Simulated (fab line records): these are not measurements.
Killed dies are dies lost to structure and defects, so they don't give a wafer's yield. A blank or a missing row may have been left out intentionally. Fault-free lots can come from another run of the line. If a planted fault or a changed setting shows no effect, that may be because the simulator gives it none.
Problem report in the 8D (eight disciplines) form, filled by code :: flow sfq-line :: the parts of the form that need people (team, actions taken, sign-off) are left out

== 1. THE PROBLEM ==
Across 6 wafers from 2 lots, L0_MONX_KI_RS at SFQ_L0_RS_MEAS_901 averages 33.6 ohm/sq, while fault-free wafers read 43.4 ohm/sq with a standard deviation of 0.39. Measured from the usual mean, that is -25 standard deviations.
The step: measures by four-point-probe.
First seen on wafer L113.2, day 3 14:35, on film-metro-03. The record holds 42 wafers of 14 lots with a number at this step. Rule for "out", or "out of limits": more than 4 standard deviations from the usual mean. All remaining wafers that have a number are taken as sound.

== 2. WHAT THIS IS AND IS NOT ==
question: which readings at this step
is: L0_MONX_KI_RS
is not: -

question: which lots
is: L113, L115
is not: L103, L104, L106, L107, L108, L109, L119, L120, L121, L123, L125, L126

question: which wafers of those lots
is: all that have a number
is not: -

question: read on which gauges
is: film-metro-02, film-metro-03
is not: film-metro-01

question: when
is: from day 3 14:35
is not: up to then (18 sound wafers); but 18 sound wafers of L119, L120, L121, L123, L125, L126 came after

== 3. WHAT RULES OUT EACH SUSPECT ==
Counting: a tool at any process step up to the reading remains a suspect when it ran all the lots that are out and ran no sound lot after the first of those.
- the gauge at SFQ_L0_RS_MEAS_901 is ruled out. Those wafers that are out were read across 2 gauges (film-metro-02, film-metro-03).
- pvd-sputter-04 at SFQ_TRILAYER_L0_DEP_SPUTTER_003 (material MoNx KI, target thk 40 nm, time 100 s): kept. All lots that are out passed through it, beginning with L113 at day 3 14:29, and no sound lot followed; its final sound lot before that point was L109 at day 2 18:29. On those wafers its own readings are out: cathode-dc-power-W.
After counting, what remains is pvd-sputter-04 at SFQ_TRILAYER_L0_DEP_SPUTTER_003.

== 4. THE CAUSE (what the simulator had put in) ==
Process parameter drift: pvd-sputter-04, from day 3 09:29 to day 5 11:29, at SFQ_TRILAYER_L0_DEP_SPUTTER_003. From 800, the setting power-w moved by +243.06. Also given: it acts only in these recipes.
Counting left only this tool.

== 5. SEQUENCE OF EFFECTS, ordered by route ==
Each row: a reading whose mean over the struck wafers that have a number lies more than 3 standard deviations from the usual. Only readings whose record carries a usual standard deviation are examined. hours: median over the lots of the time between each lot's start at the first step of this table that gives one and its start at this step. sigmas: the change, counted in usual standard deviations.
hours: 0
step: SFQ_TRILAYER_L0_DEP_SPUTTER_003
reading: cathode-dc-power-W
usual: 799.99 W
on struck wafers: 1043.08
change: +243.09
sigmas: +99 or more

hours: 0
step: SFQ_L0_RS_MEAS_901
reading: L0_MONX_KI_RS
usual: 43.4 ohm/sq
on struck wafers: 33.6
change: -9.8
sigmas: -25

hours: 0
step: SFQ_L0_THK_MEAS_902
reading: L0_MONX_KI_THK
usual: 39.7 nm
on struck wafers: 51.5
change: +11.8
sigmas: +31

hours: 81
step: SFQ_TRILAYER_L0_ETCH_METAL_ETCH_008
reading: oes-product-au
usual: 0.874 a.u.
on struck wafers: 0.991
change: +0.117
sigmas: +19
Process steps it contains:
- SFQ_TRILAYER_L0_DEP_SPUTTER_003: material MoNx KI, target thk 40 nm, time 100 s.
- SFQ_TRILAYER_L0_ETCH_METAL_ETCH_008: etches MoNx KI in SF6/O2, stops on SiO2, target depth 50 nm, time 25 s.
Later steps that measure or inspect, where all struck wafers having a row at the step show a number for every such reading and not one has moved that far: SFQ_I4_BOW_MEAS_927.

== 6. WHAT WOULD HAVE CAUGHT IT SOONER ==
The first out-of-limits reading at a measuring or inspecting step in this record came at day 3 14:35, 5 hours after the fault's start at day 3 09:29.
Tool's own readings at SFQ_TRILAYER_L0_DEP_SPUTTER_003, cathode-dc-power-W: out on all struck wafers the step has rows for; an alarm limit on them would have tripped on the first.
Of the lots that are out (2), L115 began SFQ_TRILAYER_L0_DEP_SPUTTER_003 on pvd-sputter-04 after day 3 14:35. Putting the tool on hold at that point would have spared it.
